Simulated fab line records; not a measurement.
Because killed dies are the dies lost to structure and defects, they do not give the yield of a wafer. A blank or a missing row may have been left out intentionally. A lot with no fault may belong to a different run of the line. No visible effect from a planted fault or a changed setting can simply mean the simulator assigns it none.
Matching of chambers + flow gf180mcu + GF_STI_ETCH_14 on rieSi-02 has 4 sister chambers
The step etches Si in HBr/Cl2/O2, target depth 360 nm, time 102.9 s. 4 wafers are shown with their chamber, then 7 later ones without.

WAFERS WITH THEIR CHAMBER
| wafer  | chamber | drypumpMotorCurrentA (A) |
|--------|---------|--------------------------|
| L456.4 | 2       | 5.2                      |
| L463.1 | 0       | 5.3                      |
| L467.1 | 1       | 5.6                      |
| L467.5 | 3       | 6.6                      |

WAFERS WITHOUT THEIR CHAMBER
| wafer  | drypumpMotorCurrentA (A) |
|--------|--------------------------|
| L467.6 | 5.4                      |
| L469.1 | 6.6                      |
| L469.2 | 5.4                      |
| L469.3 | 5.6                      |
| L472.3 | 6.5                      |
| L472.4 | 5.4                      |
| L472.6 | 5.4                      |

CHAMBER TAKEN BY EACH
| wafer  | from the rows above          | in truth |
|--------|------------------------------|----------|
| L467.6 | can't be placed: 0 or 1 or 2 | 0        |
| L469.1 | 3                            | 3        |
| L469.2 | can't be placed: 0 or 1 or 2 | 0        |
| L469.3 | 1                            | 1        |
| L472.3 | 3                            | 3        |
| L472.4 | can't be placed: 0 or 1 or 2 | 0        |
| L472.6 | can't be placed: 0 or 1 or 2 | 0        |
Correct placement for 3 of the 7. Not placeable from these rows: 4 (in 4, the candidates include the true chamber). Wrongly placed: 0.
How it was worked out, from the rows above alone: a wafer's distance from a chamber is the root of the sum, over the readings, of the square of ((its reading less the chamber's mean) divided by the reading's scatter). If the next closest chamber is less than 2 further off than the closest, the wafer can't be placed; otherwise it belongs to the closest. The mean given for a chamber averages the wafers shown for that chamber. The scatter: root of mean squared gap, hidden wafer to nearest shown wafer, with one shown wafer a chamber.
